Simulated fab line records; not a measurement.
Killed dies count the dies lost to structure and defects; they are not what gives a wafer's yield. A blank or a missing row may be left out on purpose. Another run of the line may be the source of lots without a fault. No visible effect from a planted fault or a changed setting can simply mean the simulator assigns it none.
Comparing a struck lot with a sound one | flow gf180mcu | 15 out of 602 route steps
Sound: the wafers L249.2, L249.4, L249.5. Struck: wafer L246.4. (L246.2, L246.5 of the same lot were not struck and are left out.) The cause comes at the end.
At each step with rows: each side's tool, then ch and its chambers, then its first start. Under that, the readings that differ: sound wafers | struck wafers | difference of the means | sigmas: that difference in standard deviations of wafers without a fault.
alike: a reading whose means differ by less than 2 such deviations, as well as words and numbers matching on both sides. not compared: withheld readings; readings where some wafer has no value; bounds like >300 that might hide an equal value; numbers whose values overlap and for which the record gives no deviation.
A row with sigmas, a row that says differs or no value, or rows on one side alone: a step with any of these is where the two part. When numbers do not overlap yet have no deviation, they are printed without sigmas and do not part them. A reading that every wafer of one side lacks parts them only if that side has two wafers or more.

first, 4 steps without rows for these wafers: GF_CONTACT_SOFTBAKE_10 (time 60 s); GF_CONTACT_EXPOSE_11 (exposes mask Contact, target cd 220 nm); GF_CONTACT_PEB_12 (peb time 90 s); GF_CONTACT_DEVELOP_13 (develop time 60 s).
GF_CONTACT_CD_MEAS_14 targets a cd of 220 nm.
  struck on cd_sem-02, day 20 09:58; sound on cd_sem-02, day 21 05:01
  alike: cd_nm
GF_CONTACT_OVL_MEAS_15:
  struck on overlay-02, day 20 10:04; sound on overlay-02, day 21 05:07
  alike: CONTACT_OVL
GF_CONTACT_ETCH_16: etches BARC in N2/H2.
  sound on rie_diel-03 ch 2,3, day 21 05:09; struck on rie_diel-01 ch 1, day 20 10:06
  alike: drypump_motor_current_A, n2_flow_sccm, oes_product_au, throttle_valve_pct
GF_CONTACT_ETCH_17: etches SiO2 in C4F8/O2/Ar, stops on CoSi2, target depth 860 nm.
  sound on rie_diel-03 ch 2,3; struck on rie_diel-01 ch 1
  alike: oes_product_au
GF_CONTACT_STRIP_18: strips in O2/N2.
  sound on plasma_asher-01 ch 0,1, day 21 05:19; struck on plasma_asher-03 ch 1, day 20 10:16
  alike: drypump_motor_current_A, heater_power_w, n2_flow_sccm, oes_product_au
  not compared: rf_hours_counter_h
then, 3 steps without rows for these wafers: GF_CONTACT_CLEAN_19 (cleans in SPM); GF_CONTACT_CLEAN_20 (cleans in DIW); GF_CONTACT_CLEAN_21 (cleans in dHF, time 20 s).
GF_CONTACT_SPUTTER_22: material Ti, target thk 15 nm, time 80.02 s.
  struck on pvd_sputter-03, day 20 10:34; sound on pvd_sputter-02, day 21 05:37
  reading                                    | sound             | struck | difference | sigmas
  chamber_pressure_pa (Pa)                   | 4.996 4.983 4.995 | 6.232  | +1.241     | +99 or more
  throttle_valve_pct (%)                     | 30.7 30.3 30.2    | 26.8   | -3.6       | -4
  model.Ti_of_CONTACT_SPUTTER_22.thk_nm (nm) | 15 14.82 14.84    | 12.2   | -2.7       |
  alike: cathode_dc_power_W, substrate_temp_c
GF_CONTACT_SPUTTER_23: material TiN, target thk 10 nm, time 40 s.
  struck on pvd_sputter-03, day 20 10:37; sound on pvd_sputter-02, day 21 05:41
  alike: cathode_dc_power_W, chamber_pressure_pa, throttle_valve_pct
next, for these wafers, 1 step has no rows: GF_PASSIVATION_PROBE_99.

== WHERE THEY PART ==
At GF_CONTACT_SPUTTER_22 and nowhere else, as far as this record goes. Later steps at which nothing parts them and some readings are alike: GF_CONTACT_SPUTTER_23.

WHY: what the simulator had put in
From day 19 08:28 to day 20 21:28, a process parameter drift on pvd_sputter-03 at GF_CONTACT_SPUTTER_22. Setting chamber_pressure_pa, moved by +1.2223, from 5. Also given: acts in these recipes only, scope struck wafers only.
